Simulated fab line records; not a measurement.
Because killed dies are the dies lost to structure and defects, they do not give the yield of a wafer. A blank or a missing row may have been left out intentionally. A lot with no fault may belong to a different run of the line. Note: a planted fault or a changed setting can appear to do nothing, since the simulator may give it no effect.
What tool caused it? | flow gf180mcu | 15 lots with 45 wafers sampled at 2 steps, on a route of 602 steps

WHAT THE GAUGES READ, wafer by wafer
GF_V1_CD_MEAS_14: target cd 260 nm. Usual: cd_nm at 260.1 nm, with a standard deviation of 1.4.
lot  | measured     | on        | cd_nm (nm)        | flag
L984 | day 18 15:25 | cd_sem-02 | 259.3 259.9 259.6 |
L986 | day 19 08:26 | cd_sem-02 | 260.5 259.5 259.3 |
L987 | day 19 23:11 | cd_sem-01 | 259.0 259.0 259.5 |
L988 | day 20 04:16 | cd_sem-01 | 260.5 260.3 260.1 |
L991 | day 21 08:08 | cd_sem-02 | 263.7 263.9 264.2 |
L990 | day 21 08:18 | cd_sem-01 | 260.9 260.1 259.5 |
L992 | day 21 13:53 | cd_sem-02 | 259.8 259.6 260.3 |
L996 | day 23 03:10 | cd_sem-01 | 258.7 257.6 258.7 |
L999 | day 24 01:14 | cd_sem-02 | 258.5 257.9 257.8 |
L100 | day 24 07:34 | cd_sem-01 | 262.8 261.5 261.7 |
L101 | day 25 01:28 | cd_sem-01 | 260.3 261.8 260.0 |
L103 | day 25 05:34 | cd_sem-01 | 260.1 259.8 260.7 |
L104 | day 25 11:14 | cd_sem-01 | 260.7 259.9 258.5 |
L105 | day 25 18:27 | cd_sem-01 | 259.3 259.5 259.1 |
L106 | day 26 02:39 | cd_sem-01 | 258.3 258.5 259.3 |

GF_V1_OVL_MEAS_15. Usual: V1_OVL gives -5 nm (standard deviation 5).
lot  | measured     | on         | V1_OVL (nm) | flag
L984 | day 18 15:31 | overlay-01 | 0 3 2       |
L986 | day 19 08:33 | overlay-01 | -11 -14 -11 |
L987 | day 19 23:18 | overlay-01 | -11 -2 -7   |
L988 | day 20 04:22 | overlay-01 | -12 -8 -14  |
L991 | day 21 08:16 | overlay-02 | 1 -4 -5     |
L990 | day 21 08:25 | overlay-01 | -14 -18 -10 |
L992 | day 21 14:00 | overlay-01 | -2 -5 0     |
L996 | day 23 03:17 | overlay-01 | -5 -1 -2    |
L999 | day 24 01:22 | overlay-01 | 4 1 -4      |
L100 | day 24 07:39 | overlay-01 | -4 2 4      |
L101 | day 25 01:34 | overlay-01 | -7 -5 -7    |
L103 | day 25 05:40 | overlay-01 | -4 -6 -6    |
L104 | day 25 11:21 | overlay-02 | 4 -11 -9    |
L105 | day 25 18:31 | overlay-01 | -1 -6 1     |
L106 | day 26 02:46 | overlay-02 | -11 -6 -8   |

WHICH TOOL RAN EACH LOT (tool, then ch and the chambers of the sampled wafers, then the start)
The record holds no process step before these readings.

WHAT THE TOOLS THEMSELVES READ (means of the sampled wafers that have a number; where no wafer has one, the mark that the record gives instead)
The record holds no such reading with a usual standard deviation.

THE ANSWER, worked out from the rows above alone
Rule: a lot counts as off when the mean over its wafers that have a number is more than 3 standard deviations away from the usual mean. A lot without any number at a reading at which 4 lots or more have one is off too. The other lots that the step has rows for count as sound. The gauges are gone through in route order, then the tools' own readings, and for those a lot's mean is taken as printed above. The first step at which some lot is off is used, and at that step the reading that is off furthest; a lot without a number counts as furthest.
Across all readings shown, no lot is off: no conclusion can be drawn from this.

WHAT THE SIMULATOR HAD PUT IN
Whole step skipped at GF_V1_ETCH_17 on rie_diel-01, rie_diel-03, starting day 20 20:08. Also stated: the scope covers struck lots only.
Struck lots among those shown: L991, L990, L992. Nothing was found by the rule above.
